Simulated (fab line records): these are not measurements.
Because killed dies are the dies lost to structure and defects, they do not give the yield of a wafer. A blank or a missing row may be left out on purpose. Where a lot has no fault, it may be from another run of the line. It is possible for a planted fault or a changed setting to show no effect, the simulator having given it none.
Matching of chambers + flow gf180mcu + cmp-01 running GF_CONTACT_CMP_27: 4 sister chambers
The step polishes, stops on SiO2, t overpolish 15 s, target thk 0 nm. 14 wafers are shown with their chamber, then 7 later ones without.

## WAFERS, EACH WITH ITS CHAMBER
| wafer  | chamber | motor-current-A (A) | time-to-endpoint-s (s) | overpolish-run-s (s) |
|--------|---------|---------------------|------------------------|----------------------|
| L473.1 | 0       | 10.0                | 66                     | 14.987               |
| L473.5 | 3       | 9.8                 | 67                     | 14.984               |
| L473.6 | 2       | 11.2                | 71                     | 14.992               |
| L474.2 | 3       | 9.6                 | 72                     | 14.994               |
| L474.5 | 3       | 10.2                | 73                     | 14.994               |
| L474.6 | 0       | 10.6                | 65                     | 15.006               |
| L476.1 | 2       | 11.5                | 70                     | 14.984               |
| L476.3 | 3       | 10.8                | 70                     | 15.010               |
| L476.5 | 0       | 10.4                | 66                     | 15.011               |
| L478.2 | 1       | 11.0                | 72                     | 14.996               |
| L478.5 | 0       | 9.7                 | 69                     | 15.002               |
| L478.6 | 3       | 9.5                 | 69                     | 15.002               |
| L479.1 | 3       | 9.8                 | 66                     | 15.021               |
| L479.4 | 2       | 11.5                | 67                     | 15.001               |

SIGNATURES (means of the wafers above)
| reading            | chamber 0 | chamber 1 | chamber 2 | chamber 3 | scatter within a chamber |
|--------------------|-----------|-----------|-----------|-----------|--------------------------|
| motor-current-A    | 10.175    | 11.000    | 11.400    | 9.950     | 0.413                    |
| time-to-endpoint-s | 66.50     | 72.00     | 69.33     | 69.50     | 2.35                     |
| overpolish-run-s   | 15.00150  | 14.99600  | 14.99233  | 15.00083  | 0.0116                   |
Rule: distance of a wafer from a chamber = root of the sum over the readings of ((wafer's reading minus chamber's mean) / reading's scatter) squared. If the next closest chamber is less than 2 further off than the closest, the wafer can't be placed; otherwise it belongs to the closest. The scatter: take each reading less its chamber's mean, square it, sum over the shown wafers, divide by the number of wafers less the number of chambers, and take the root.

## WAFERS WITHOUT THEIR CHAMBER
| wafer  | motor-current-A (A) | time-to-endpoint-s (s) | overpolish-run-s (s) |
|--------|---------------------|------------------------|----------------------|
| L479.6 | 11.4                | 68                     | 14.998               |
| L480.2 | 9.9                 | 66                     | 14.993               |
| L480.3 | 9.6                 | 69                     | 15.017               |
| L480.4 | 11.5                | 71                     | 14.989               |
| L485.2 | 11.2                | 75                     | 15.002               |
| L485.3 | 10.3                | 68                     | 15.012               |
| L485.6 | 10.0                | 71                     | 15.001               |

## WHICH CHAMBER EACH WENT THROUGH
| wafer  | from the rows above          | in truth |
|--------|------------------------------|----------|
| L479.6 | can't be placed: 2 or 1      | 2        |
| L480.2 | can't be placed: 0 or 3      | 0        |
| L480.3 | can't be placed: 3 or 0      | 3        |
| L480.4 | can't be placed: 2 or 1      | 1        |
| L485.2 | can't be placed: 1 or 2      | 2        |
| L485.3 | can't be placed: 0 or 3 or 1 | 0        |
| L485.6 | can't be placed: 3 or 0 or 1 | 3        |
Correct placement for 0 of the 7. Not placeable from these rows: 7 (in 7, the candidates include the true chamber). Number placed wrongly: 0.
